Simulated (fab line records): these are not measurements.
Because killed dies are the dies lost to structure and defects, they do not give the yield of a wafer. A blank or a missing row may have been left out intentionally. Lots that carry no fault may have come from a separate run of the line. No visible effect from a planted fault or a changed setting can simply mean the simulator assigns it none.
2 desks, one fault    flow sfq_line    numbers are kept per desk, each desk with only its own; the story behind them comes last

== METROLOGY DESK ==
What the gauges read, lot by lot, whatever tool the lot ran on: means of the sampled wafers that have a number. Marked OUT: a lot whose mean sits more than 4 standard deviations from the usual mean, which makes it out of limits; the brackets give that distance.
Columns: A = M7_OVL at SFQ_M7_OVL_MEAS_945, usual -1 nm; B = I7_BOW at SFQ_I7_BOW_MEAS_946, usual 4 um; C = I7_OVL at SFQ_I7_OVL_MEAS_947, usual 0 nm
lot   first seen here  A    B   C
L561  day 78 07:34     -5   11  0
L564  day 79 15:59     -10  2   -5
L569  day 85 19:10     -2   12  4
L573  day 86 05:24     -2   6   3
L574  day 86 06:35     7    2   5
L576  day 86 09:55     4    2   -8
This desk found nothing out of limits on any of the 6 lots.

== DESK OF THE TOOL OWNER: litho_track-01 ==
The tool's own readings at SFQ_TRILAYER_I7_VIA_LITHO_COAT_187 (resist thk 650 nm): means of the sampled wafers that have a number, for each lot that ran on this tool. Marked OUT: a lot whose mean sits more than 4 standard deviations from the usual mean, which makes it out of limits; the brackets give that distance.
Columns: A = spin_speed_rpm at SFQ_TRILAYER_I7_VIA_LITHO_COAT_187, usual 2999.7 rpm
lot   first seen here  A
L564  day 79 21:46     2998.0
L573  day 86 11:34     3595.6 (+99 or more) OUT
L574  day 86 13:16     3596.0 (+99 or more) OUT
Finding of this desk: L573, L574 out of limits; the first was L573 at day 86 11:34, on spin_speed_rpm at SFQ_TRILAYER_I7_VIA_LITHO_COAT_187. Within limits: L564.

== PUT TOGETHER ==
An alarm could have come from the tool owner's desk at day 86 11:34, on L573, L574.
The metrology desk saw nothing out of limits.
The metrology desk holds a record of L573, L574, inside its limits.
On litho_track-01, each named lot ran SFQ_TRILAYER_I7_VIA_LITHO_COAT_187.

== WHAT HAD BEEN PUT IN BY THE SIMULATOR ==
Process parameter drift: litho_track-01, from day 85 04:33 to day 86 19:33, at SFQ_TRILAYER_I7_VIA_LITHO_COAT_187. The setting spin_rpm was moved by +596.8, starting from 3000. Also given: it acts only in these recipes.
Struck lots among those shown: L573, L574.
Each desk's first reading out of limits, in hours after the fault started: the tool owner's desk, 31.
